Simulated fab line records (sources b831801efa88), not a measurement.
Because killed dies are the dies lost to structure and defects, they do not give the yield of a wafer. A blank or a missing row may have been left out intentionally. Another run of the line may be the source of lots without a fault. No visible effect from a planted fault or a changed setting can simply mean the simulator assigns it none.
fab line records -- flow gf180mcu
record lots=15, wafers=45, last-day=34
route steps=602 shown LVPWELL@56 MVPSD@89 VT_IMPLANT@100 PSD@256 SAB@277 SALICIDE@281
lots that met no fault: from a run of the same line without faults
start-h: start of the lot's first displayed wafer, in hours after the record's first day -- wait-h: hours since the lot's step before -- " as in the row above -- L1.1+2: a row that stands for several wafers -- - value missing, or start not given -- * or withheld: withheld -- < > ~ a bound
route shown NAME@n: names a module that has steps shown in the file, with the first one's number in the route -- usual: mean/standard deviation of fault-free wafers -- same: alike in all rows -- chamber/n: place in a boat -- sites: each site's reading -- _std_site: the values' standard deviation -- _edge_site: the outer-site mean with the inner-site mean subtracted -- radius-mm: for every site, how far away it sits from the centre of the wafer -- mask NAME#n: copy n -- behind: the last tool/chamber to shape the wafer -- hold: why the lot was held/for how many hours/how that ended -- device: which transistor (n, p or np) failed to switch -- end of line: at the end of the route, the tests of the same wafers -- for a step that has no rows: nothing shown but its recipe -- killed: the dies lost at the first sort to structure and to defects; this is not the yield of the wafer -- map: shows each die of a wafer: x if killed, . if not, _ if none is there
set.NAME: the setting the step ran with; set.NAME@STEP: the setting that earlier step ran with -- model.NAME: the simulator's own value behind a step, which no gauge read
one table for each step of the route and one row for each wafer, over a sample of lots
services: a tool's chamber out of use, with start hour (start-h, from the record's first day; less than 0 if before it), hours out, and reason
## steps
# step GF_LVPWELL_COAT_02
# recipe spin-rpm=2000, resist-thk-nm=3000
# usual chill-plate-temp-C=22.99/0.1, dispense-pressure-kPa=51.2/1, resist-line-temp-C=23.01/0.11
lot.wafer,tool,chamber,start-h,wait-h,chill-plate-temp-C,dispense-pressure-kPa,resist-line-temp-C
L879.1,litho-track-02,0,68.38,0.1,23.09,51.3,22.78
L879.2,litho-track-02,0,68.38,0.1,23.02,51.2,22.92
L879.4,litho-track-02,0,68.38,0.1,23.12,51.2,22.91
L882.1,litho-track-01,0,83.46,0.1,23.02,50.1,23.12
L882.4,litho-track-01,0,83.46,0.1,23.01,50.0,23.14
L882.5,litho-track-01,0,83.46,0.1,22.85,50.1,22.81
L883.1,litho-track-02,0,90.18,0.1,22.83,51.2,22.91
L883.2,litho-track-02,0,90.18,0.1,23.14,51.3,23.06
L883.3,litho-track-02,0,90.18,0.1,23.11,51.3,22.95
L885.1,litho-track-04,0,102.35,0.1,22.87,52.7,22.99
L885.2,litho-track-04,0,102.35,0.1,23.03,52.6,22.95
L885.4,litho-track-04,0,102.35,0.1,22.92,52.7,22.92
L886.2,litho-track-04,-,107.22,0.1,-,-,-
L886.3,litho-track-04,-,107.22,0.1,-,-,-
L886.4,litho-track-04,-,107.22,0.1,-,-,-
L887.1,litho-track-02,-,112.98,0.1,-,-,-
L887.4,litho-track-02,-,112.98,0.1,-,-,-
L887.6,litho-track-02,-,112.98,0.1,-,-,-
L888.3,litho-track-04,-,117.05,0.1,-,-,-
L888.4,litho-track-04,-,117.05,0.1,-,-,-
L888.5,litho-track-04,-,117.05,0.1,-,-,-
L890.3,litho-track-04,0,129.25,0.1,22.97,52.7,22.91
L890.4,litho-track-04,0,129.25,0.1,22.94,52.6,22.86
L890.5,litho-track-04,0,129.25,0.1,22.86,52.6,22.95
L894.1,litho-track-01,0,152.06,0.1,23.05,50.0,23.00
L894.5,litho-track-01,0,152.06,0.1,23.03,50.1,23.11
L894.6,litho-track-01,0,152.06,0.1,22.99,50.1,23.00
L896.1,litho-track-01,0,162.86,0.1,23.08,50.1,23.20
L896.5,litho-track-01,0,162.86,0.1,23.01,50.1,23.05
L896.6,litho-track-01,0,162.86,0.1,23.11,50.1,23.03
L897.1,litho-track-02,0,167.98,0.1,23.00,51.2,23.05
L897.2,litho-track-02,0,167.98,0.1,22.95,51.2,23.00
L897.5,litho-track-02,0,167.98,0.1,22.99,51.2,22.92
L898.3,litho-track-01,0,175.01,0.1,22.88,50.1,22.85
L898.4,litho-track-01,0,175.01,0.1,22.91,50.1,23.15
L898.5,litho-track-01,0,175.01,0.1,22.91,50.1,22.90
L899.1,litho-track-04,0,180.10,0.1,23.02,52.7,22.95
L899.4,litho-track-04,0,180.10,0.1,23.09,52.7,23.04
L899.5,litho-track-04,0,180.10,0.1,22.89,52.7,22.95
L900.3,litho-track-02,0,184.53,0.1,22.92,51.2,23.08
L900.5,litho-track-02,0,184.53,0.1,22.72,51.2,23.06
L900.6,litho-track-02,0,184.53,0.1,22.98,51.2,23.16
L901.2,litho-track-01,0,190.53,0.1,23.03,50.1,23.00
L901.5,litho-track-01,0,190.53,0.1,22.90,50.1,22.86
L901.6,litho-track-01,0,190.53,0.1,23.00,50.1,23.00
# step GF_LVPWELL_OVL_MEAS_07
# usual LVPWELL_OVL=-0.9/1.7
lot.wafer,tool,chamber,start-h,wait-h,LVPWELL_OVL[nm]
L879.1,overlay-01,-,75.51,-,-1.8
L879.2,overlay-01,-,75.51,-,-0.6
L879.4,overlay-01,-,75.51,-,0.8
L882.1,overlay-01,-,90.81,-,-3.7
L882.4,overlay-01,-,90.81,-,-2.9
L882.5,overlay-01,-,90.81,-,-4.4
L883.1,overlay-01,-,97.41,-,1.5
L883.2,overlay-01,-,97.41,-,1.2
L883.3,overlay-01,-,97.41,-,2.3
L885.1,overlay-02,-,109.83,-,-0.7
L885.2,overlay-02,-,109.83,-,-1.5
L885.4,overlay-02,-,109.83,-,-0.5
L886.2,overlay-02,-,114.31,-,-
L886.3,overlay-02,-,114.31,-,-
L886.4,overlay-02,-,114.31,-,-
L887.1,overlay-02,-,120.61,-,-
L887.4,overlay-02,-,120.61,-,-
L887.6,overlay-02,-,120.61,-,-
L888.3,overlay-02,-,124.86,-,-
L888.4,overlay-02,-,124.86,-,-
L888.5,overlay-02,-,124.86,-,-
L890.3,overlay-01,-,136.99,-,-2.1
L890.4,overlay-01,-,136.99,-,-2.5
L890.5,overlay-01,-,136.99,-,-1.0
L894.1,overlay-02,-,159.81,-,-1.1
L894.5,overlay-02,-,159.81,-,-0.6
L894.6,overlay-02,-,159.81,-,-1.7
L896.1,overlay-01,-,171.40,-,0.6
L896.5,overlay-01,-,171.40,-,-1.2
L896.6,overlay-01,-,171.40,-,-1.6
L897.1,overlay-02,-,176.38,-,-2.4
L897.2,overlay-02,-,176.38,-,-0.1
L897.5,overlay-02,-,176.38,-,0.0
L898.3,overlay-01,-,184.17,-,-2.1
L898.4,overlay-01,-,184.17,-,-2.0
L898.5,overlay-01,-,184.17,-,-1.5
L899.1,overlay-01,-,188.96,-,0.6
L899.4,overlay-01,-,188.96,-,0.0
L899.5,overlay-01,-,188.96,-,-0.3
L900.3,overlay-01,-,193.01,-,-0.3
L900.5,overlay-01,-,193.01,-,-0.4
L900.6,overlay-01,-,193.01,-,0.6
L901.2,overlay-01,-,199.39,-,-3.2
L901.5,overlay-01,-,199.39,-,-2.3
L901.6,overlay-01,-,199.39,-,-3.1
# step GF_MVPSD_TW_MEAS_11
# usual MVPSD_TW=552/6.1
lot.wafer,tool,chamber,start-h,wait-h,MVPSD_TW
L879.1,film-metro-04,-,103.18,0.1,557
L879.2,film-metro-04,-,103.18,0.1,557
L879.4,film-metro-04,-,103.18,0.1,559
L882.1,film-metro-01,-,120.39,0.1,546
L882.4,film-metro-01,-,120.39,0.1,545
L882.5,film-metro-01,-,120.39,0.1,542
L883.1,film-metro-03,-,127.69,0.1,549
L883.2,film-metro-03,-,127.69,0.1,550
L883.3,film-metro-03,-,127.69,0.1,546
L885.1,film-metro-03,-,140.73,0.1,548
L885.2,film-metro-03,-,140.73,0.1,553
L885.4,film-metro-03,-,140.73,0.1,551
L886.2,film-metro-04,-,145.24,0.1,695
L886.3,film-metro-04,-,145.24,0.1,698
L886.4,film-metro-04,-,145.24,0.1,698
L887.1,film-metro-03,-,152.48,0.1,692
L887.4,film-metro-03,-,152.48,0.1,691
L887.6,film-metro-03,-,152.48,0.1,691
L888.3,film-metro-01,-,156.35,0.1,678
L888.4,film-metro-01,-,156.35,0.1,681
L888.5,film-metro-01,-,156.35,0.1,682
L890.3,film-metro-04,-,169.80,0.1,559
L890.4,film-metro-04,-,169.80,0.1,558
L890.5,film-metro-04,-,169.80,0.1,559
L894.1,film-metro-04,-,194.78,0.1,556
L894.5,film-metro-04,-,194.78,0.1,560
L894.6,film-metro-04,-,194.78,0.1,556
L896.1,film-metro-01,-,206.39,0.1,546
L896.5,film-metro-01,-,206.39,0.1,548
L896.6,film-metro-01,-,206.39,0.1,544
L897.1,film-metro-03,-,212.74,0.1,549
L897.2,film-metro-03,-,212.74,0.1,548
L897.5,film-metro-03,-,212.74,0.1,548
L898.3,film-metro-01,-,219.85,0.1,542
L898.4,film-metro-01,-,219.85,0.1,545
L898.5,film-metro-01,-,219.85,0.1,541
L899.1,film-metro-04,-,224.44,0.1,560
L899.4,film-metro-04,-,224.44,0.1,556
L899.5,film-metro-04,-,224.44,0.1,559
L900.3,film-metro-03,-,230.30,0.1,550
L900.5,film-metro-03,-,230.30,0.1,549
L900.6,film-metro-03,-,230.30,0.1,548
L901.2,film-metro-01,-,236.00,0.1,544
L901.5,film-metro-01,-,236.00,0.1,543
L901.6,film-metro-01,-,236.00,0.1,547
# step GF_VT_IMPLANT_TW_MEAS_10
# usual VT_IMPLANT_TW=565/7.1
lot.wafer,tool,chamber,start-h,wait-h,VT_IMPLANT_TW
L879.1,film-metro-04,-,117.18,0.1,570
L879.2,film-metro-04,-,117.18,0.1,568
L879.4,film-metro-04,-,117.18,0.1,569
L882.1,film-metro-04,-,135.13,0.1,570
L882.4,film-metro-04,-,135.13,0.1,567
L882.5,film-metro-04,-,135.13,0.1,566
L883.1,film-metro-04,-,142.73,0.1,564
L883.2,film-metro-04,-,142.73,0.1,565
L883.3,film-metro-04,-,142.73,0.1,567
L885.1,film-metro-01,-,155.87,0.1,553
L885.2,film-metro-01,-,155.87,0.1,552
L885.4,film-metro-01,-,155.87,0.1,555
L886.2,film-metro-01,-,160.88,0.1,686
L886.3,film-metro-01,-,160.88,0.1,684
L886.4,film-metro-01,-,160.88,0.1,684
L887.1,film-metro-01,-,168.58,0.1,679
L887.4,film-metro-01,-,168.58,0.1,683
L887.6,film-metro-01,-,168.58,0.1,682
L888.3,film-metro-04,-,172.79,0.1,704
L888.4,film-metro-04,-,172.79,0.1,702
L888.5,film-metro-04,-,172.79,0.1,703
L890.3,film-metro-02,-,186.80,0.1,570
L890.4,film-metro-02,-,186.80,0.1,567
L890.5,film-metro-02,-,186.80,0.1,568
L894.1,film-metro-04,-,212.68,0.1,569
L894.5,film-metro-04,-,212.68,0.1,568
L894.6,film-metro-04,-,212.68,0.1,569
L896.1,film-metro-02,-,224.77,0.1,568
L896.5,film-metro-02,-,224.77,0.1,570
L896.6,film-metro-02,-,224.77,0.1,567
L897.1,film-metro-04,-,231.18,0.1,568
L897.2,film-metro-04,-,231.18,0.1,572
L897.5,film-metro-04,-,231.18,0.1,569
L898.3,film-metro-01,-,238.30,0.1,556
L898.4,film-metro-01,-,238.30,0.1,555
L898.5,film-metro-01,-,238.30,0.1,557
L899.1,film-metro-02,-,243.23,0.1,567
L899.4,film-metro-02,-,243.23,0.1,568
L899.5,film-metro-02,-,243.23,0.1,569
L900.3,film-metro-02,-,248.95,0.1,573
L900.5,film-metro-02,-,248.95,0.1,571
L900.6,film-metro-02,-,248.95,0.1,570
L901.2,film-metro-02,-,254.99,0.1,571
L901.5,film-metro-02,-,254.99,0.1,573
L901.6,film-metro-02,-,254.99,0.1,567
# step GF_PSD_OVL_MEAS_08
# usual PSD_OVL=-1.1/1.2
lot.wafer,tool,chamber,start-h,wait-h,PSD_OVL[nm]
L879.1,overlay-01,-,326.30,0.1,-0.9
L879.2,overlay-01,-,326.30,0.1,-1.0
L879.4,overlay-01,-,326.30,0.1,-1.1
L882.1,overlay-02,-,354.02,0.1,-2.1
L882.4,overlay-02,-,354.02,0.1,-3.9
L882.5,overlay-02,-,354.02,0.1,-1.9
L883.1,overlay-02,-,362.52,0.1,-2.0
L883.2,overlay-02,-,362.52,0.1,-2.1
L883.3,overlay-02,-,362.52,0.1,-0.9
L885.1,overlay-01,-,380.67,0.1,-0.4
L885.2,overlay-01,-,380.67,0.1,-0.5
L885.4,overlay-01,-,380.67,0.1,-2.4
L886.2,overlay-01,-,392.18,0.1,-0.1
L886.3,overlay-01,-,392.18,0.1,-1.9
L886.4,overlay-01,-,392.18,0.1,-1.1
L887.1,overlay-01,-,402.91,0.1,-2.0
L887.4,overlay-01,-,402.91,0.1,-1.6
L887.6,overlay-01,-,402.91,0.1,-1.0
L888.3,overlay-01,-,406.41,0.1,-0.5
L888.4,overlay-01,-,406.41,0.1,0.2
L888.5,overlay-01,-,406.41,0.1,1.5
L890.3,overlay-02,-,424.58,0.1,0.4
L890.4,overlay-02,-,424.58,0.1,-0.9
L890.5,overlay-02,-,424.58,0.1,-2.4
L894.1,overlay-01,-,462.50,0.1,0.3
L894.5,overlay-01,-,462.50,0.1,-1.1
L894.6,overlay-01,-,462.50,0.1,-0.3
L896.1,overlay-02,-,473.71,0.1,-1.2
L896.5,overlay-02,-,473.71,0.1,-2.6
L896.6,overlay-02,-,473.71,0.1,-3.1
L897.1,overlay-02,-,485.51,0.1,-1.8
L897.2,overlay-02,-,485.51,0.1,-3.9
L897.5,overlay-02,-,485.51,0.1,0.0
L898.3,overlay-02,-,490.71,0.1,-0.7
L898.4,overlay-02,-,490.71,0.1,-1.8
L898.5,overlay-02,-,490.71,0.1,0.3
L899.1,overlay-01,-,501.72,0.1,-0.7
L899.4,overlay-01,-,501.72,0.1,-2.4
L899.5,overlay-01,-,501.72,0.1,-1.7
L900.3,overlay-02,-,506.31,0.1,0.8
L900.5,overlay-02,-,506.31,0.1,0.7
L900.6,overlay-02,-,506.31,0.1,-1.6
L901.2,overlay-01,-,515.43,0.1,-1.5
L901.5,overlay-01,-,515.43,0.1,-4.0
L901.6,overlay-01,-,515.43,0.1,-1.2
# step GF_SAB_STRIP_13
# recipe chemistry=O2/N2, power-w=1400, pressure-mtorr=1500, platen-temp-c=250, o2-flow-sccm=3000, n2-flow-sccm=300, overash-fraction=0.5
# usual drypump-motor-current-A=6.29/0.28, heater-power-w=328/27, oes-product-au=0.710/0.0048, platen-temp-c=249.98/0.18, strip-time-to-endpoint-s=12.62/0.034
lot.wafer,tool,chamber,start-h,wait-h,drypump-motor-current-A,heater-power-w,oes-product-au,platen-temp-c,rf-hours-counter-h,strip-time-to-endpoint-s
L879.1,plasma-asher-02,0,348.36,0.0,6.24,372,0.702,250.10,56,12.68
L879.2,plasma-asher-02,1,348.36,0.0,6.08,322,0.716,250.07,56,12.68
L879.4,plasma-asher-02,1,348.36,0.0,6.02,309,0.720,250.08,-,12.64
L882.1,plasma-asher-01,0,377.62,0.0,6.74,299,0.717,249.75,26,12.57
L882.4,plasma-asher-01,1,377.62,0.0,6.53,303,0.710,250.18,-,12.60
L882.5,plasma-asher-01,0,377.62,0.0,6.76,319,0.705,249.48,-,12.61
L883.1,plasma-asher-03,1,386.03,0.0,6.09,326,0.714,249.93,76,12.64
L883.2,plasma-asher-03,0,386.03,0.0,5.96,346,0.708,249.88,76,12.58
L883.3,plasma-asher-03,1,386.03,0.0,6.09,325,0.707,249.98,-,12.55
L885.1,plasma-asher-02,1,405.00,0.0,6.02,313,0.705,249.90,62,12.61
L885.2,plasma-asher-02,0,405.00,0.0,6.21,369,0.712,249.97,62,12.65
L885.4,plasma-asher-02,0,405.00,0.0,6.20,383,0.708,249.85,-,12.59
L886.2,plasma-asher-02,0,416.57,0.0,6.25,367,0.708,249.60,63,12.59
L886.3,plasma-asher-02,0,416.57,0.0,6.19,373,0.721,250.12,-,12.59
L886.4,plasma-asher-02,1,416.57,0.0,6.06,318,0.711,249.94,-,12.57
L887.1,plasma-asher-03,1,427.73,0.0,6.17,317,0.715,249.66,81,12.59
L887.4,plasma-asher-03,1,427.73,0.0,6.13,325,0.714,249.67,-,12.59
L887.6,plasma-asher-03,0,427.73,0.0,5.95,350,0.716,250.05,-,12.57
L888.3,plasma-asher-01,1,431.44,0.0,6.60,299,0.714,250.02,-,12.65
L888.4,plasma-asher-01,0,431.44,0.0,6.75,305,0.716,249.95,-,12.65
L888.5,plasma-asher-01,0,431.44,0.0,6.73,305,0.714,249.75,-,12.63
L890.3,plasma-asher-02,0,449.68,0.0,6.23,373,0.710,249.95,-,12.57
L890.4,plasma-asher-02,1,449.68,0.0,6.05,308,0.702,249.74,-,12.54
L890.5,plasma-asher-02,0,449.68,0.0,6.22,372,0.707,249.93,-,12.60
L894.1,plasma-asher-02,0,487.94,0.0,6.23,366,0.706,249.97,70,12.62
L894.5,plasma-asher-02,0,487.94,0.0,6.24,373,0.709,249.79,-,12.62
L894.6,plasma-asher-02,1,487.94,0.0,6.07,315,0.715,249.96,-,12.64
L896.1,plasma-asher-01,0,499.00,0.0,6.71,303,0.714,249.82,38,12.59
L896.5,plasma-asher-01,0,499.00,0.0,6.73,309,0.707,249.49,-,12.62
L896.6,plasma-asher-01,1,499.00,0.0,6.59,289,0.710,249.81,-,12.62
L897.1,plasma-asher-02,1,510.47,0.0,6.05,321,0.715,250.11,72,12.63
L897.2,plasma-asher-02,0,510.47,0.0,6.19,372,0.709,249.83,72,12.65
L897.5,plasma-asher-02,0,510.47,0.0,6.20,365,0.706,250.11,-,12.64
L898.3,plasma-asher-03,1,515.29,0.0,6.11,325,0.711,250.06,-,12.60
L898.4,plasma-asher-03,0,515.29,0.0,6.00,354,0.709,250.10,-,12.58
L898.5,plasma-asher-03,0,515.29,0.0,5.98,358,0.702,250.05,-,12.63
L899.1,plasma-asher-02,1,526.91,0.0,6.08,307,0.707,249.76,74,12.65
L899.4,plasma-asher-02,1,526.91,0.0,6.06,309,0.708,249.78,-,12.63
L899.5,plasma-asher-02,0,526.91,0.0,6.24,368,0.707,250.19,-,12.64
L900.3,plasma-asher-02,1,530.48,0.0,6.03,311,0.711,250.03,-,12.59
L900.5,plasma-asher-02,0,530.48,0.0,6.23,369,0.706,250.12,-,12.56
L900.6,plasma-asher-02,1,530.48,0.0,6.03,318,0.712,250.03,-,12.53
L901.2,plasma-asher-01,0,539.12,0.0,6.74,304,0.705,250.02,43,12.65
L901.5,plasma-asher-01,0,539.12,0.0,6.71,297,0.702,250.05,-,12.63
L901.6,plasma-asher-01,1,539.12,0.0,6.55,299,0.713,250.20,-,12.67
# step GF_SALICIDE_SPUTTER_03
# recipe material=TiN, target-thk-nm=20, power-w=6500, time-s=16.7, chamber-pressure-pa=0.4
# usual cathode-dc-power-W=6500.0/1.2, throttle-valve-pct=30.2/1.3
# same time-s=16.7
lot.wafer,tool,chamber,start-h,wait-h,cathode-dc-power-W,throttle-valve-pct
L879.1,pvd-sputter-04,-,348.57,0.0,6498.5,29.5
L879.2,pvd-sputter-04,-,348.57,0.0,6497.3,30.0
L879.4,pvd-sputter-04,-,348.57,0.0,6498.2,29.8
L882.1,pvd-sputter-02,-,377.84,0.0,6501.3,32.2
L882.4,pvd-sputter-02,-,377.84,0.0,6498.6,31.3
L882.5,pvd-sputter-02,-,377.84,0.0,6499.5,31.1
L883.1,pvd-sputter-03,-,386.25,0.0,6498.9,31.5
L883.2,pvd-sputter-03,-,386.25,0.0,6498.7,28.9
L883.3,pvd-sputter-03,-,386.25,0.0,6500.0,30.3
L885.1,pvd-sputter-03,-,405.21,0.0,6497.8,31.0
L885.2,pvd-sputter-03,-,405.21,0.0,6500.4,28.9
L885.4,pvd-sputter-03,-,405.21,0.0,6500.8,31.6
L886.2,pvd-sputter-04,-,416.79,0.0,6501.3,32.2
L886.3,pvd-sputter-04,-,416.79,0.0,6499.3,29.9
L886.4,pvd-sputter-04,-,416.79,0.0,6499.1,29.3
L887.1,pvd-sputter-04,-,427.95,0.0,6498.5,29.9
L887.4,pvd-sputter-04,-,427.95,0.0,6501.0,29.3
L887.6,pvd-sputter-04,-,427.95,0.0,6499.9,30.0
L888.3,pvd-sputter-02,-,431.62,0.0,6499.0,27.9
L888.4,pvd-sputter-02,-,431.62,0.0,6500.7,31.1
L888.5,pvd-sputter-02,-,431.62,0.0,6500.0,31.2
L890.3,pvd-sputter-02,-,449.86,0.0,6501.8,27.8
L890.4,pvd-sputter-02,-,449.86,0.0,6497.6,28.7
L890.5,pvd-sputter-02,-,449.86,0.0,6501.4,27.9
L894.1,pvd-sputter-02,-,488.19,0.0,6501.1,28.0
L894.5,pvd-sputter-02,-,488.19,0.0,6501.4,31.2
L894.6,pvd-sputter-02,-,488.19,0.0,6498.7,28.1
L896.1,pvd-sputter-02,-,499.21,0.0,6501.2,28.0
L896.5,pvd-sputter-02,-,499.21,0.0,6498.6,28.7
L896.6,pvd-sputter-02,-,499.21,0.0,6500.4,31.9
L897.1,pvd-sputter-04,-,510.69,0.0,6500.0,29.9
L897.2,pvd-sputter-04,-,510.69,0.0,6501.6,29.4
L897.5,pvd-sputter-04,-,510.69,0.0,6500.6,29.8
L898.3,pvd-sputter-04,-,515.48,0.0,6499.2,29.8
L898.4,pvd-sputter-04,-,515.48,0.0,6499.2,31.7
L898.5,pvd-sputter-04,-,515.48,0.0,6502.0,31.8
L899.1,pvd-sputter-02,-,527.13,0.0,6500.0,28.7
L899.4,pvd-sputter-02,-,527.13,0.0,6501.0,27.9
L899.5,pvd-sputter-02,-,527.13,0.0,6500.0,32.0
L900.3,pvd-sputter-04,-,530.66,0.0,6501.6,30.1
L900.5,pvd-sputter-04,-,530.66,0.0,6497.2,31.7
L900.6,pvd-sputter-04,-,530.66,0.0,6498.3,29.7
L901.2,pvd-sputter-04,-,539.34,0.0,6500.0,29.9
L901.5,pvd-sputter-04,-,539.34,0.0,6500.6,30.1
L901.6,pvd-sputter-04,-,539.34,0.0,6500.5,31.9
## services
tool,chamber,start-h,hours,kind
pvd-sputter-04,-,99.24,1.0,repair
plasma-asher-01,-,108.75,9.0,pm
plasma-asher-02,-,120.37,2.3,repair
plasma-asher-01,-,129.52,0.8,repair
pvd-sputter-04,-,153.93,1.2,repair
plasma-asher-01,-,205.24,8.2,repair
pvd-sputter-03,-,216.91,0.7,repair
pvd-sputter-04,-,231.20,3.9,repair
pvd-sputter-02,-,287.32,1.0,repair
pvd-sputter-02,-,288.87,0.5,repair
pvd-sputter-04,-,295.61,1.0,repair
plasma-asher-03,-,303.30,2.8,pm
pvd-sputter-03,-,308.44,1.6,repair
pvd-sputter-03,-,323.85,27.3,repair
pvd-sputter-03,-,337.30,0.8,repair
pvd-sputter-03,-,351.53,5.7,repair
plasma-asher-02,-,374.21,2.8,pm
pvd-sputter-04,-,386.77,1.5,repair
pvd-sputter-04,-,449.78,7.4,repair
plasma-asher-02,-,474.84,3.1,repair
plasma-asher-02,-,479.62,2.4,repair
plasma-asher-03,-,501.55,1.1,repair
plasma-asher-02,-,522.54,0.7,repair
pvd-sputter-04,-,529.06,0.5,repair
## key
first-sign step=GF_LVPWELL_COAT_02, reading=tool-record, direction=missing
effect step=GF_LVPWELL_OVL_MEAS_07, reading=LVPWELL_OVL, direction=missing
effect step=GF_MVPSD_TW_MEAS_11, reading=MVPSD_TW, direction=up, sigmas=23, usual=552, struck=690
effect step=GF_VT_IMPLANT_TW_MEAS_10, reading=VT_IMPLANT_TW, direction=up, sigmas=18, usual=565, struck=690
met-at GF_LVPWELL_COAT_02
struck-lots L886,L887,L888
sort-left-out L886.2,L886.3,L886.4,L887.1,L887.4,L887.6,L888.3,L888.4,L888.5
tester-left-out L886,L887,L888
not-acting-at GF_PSD_OVL_MEAS_08,GF_SAB_STRIP_13,GF_SALICIDE_SPUTTER_03
onset-between 102.35 107.22
fault kind=skipped-step-whole, tool=litho-track-02,litho-track-04, chamber=-, onset-h=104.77, steps=GF_LVPWELL_COAT_02, scope=struck-lots-only
# tester-left-out: of these lots the tester's yield and bins aren't shown, on N5 and GAA mostly nor the transistor test; their killed dies are dies lost to structure and defects alone, not to doping, threshold or leakage, so they don't give the yield
# sort-left-out: the simulated sort isn't trusted on such a fault, so these wafers' sort isn't shown, and their yield isn't known
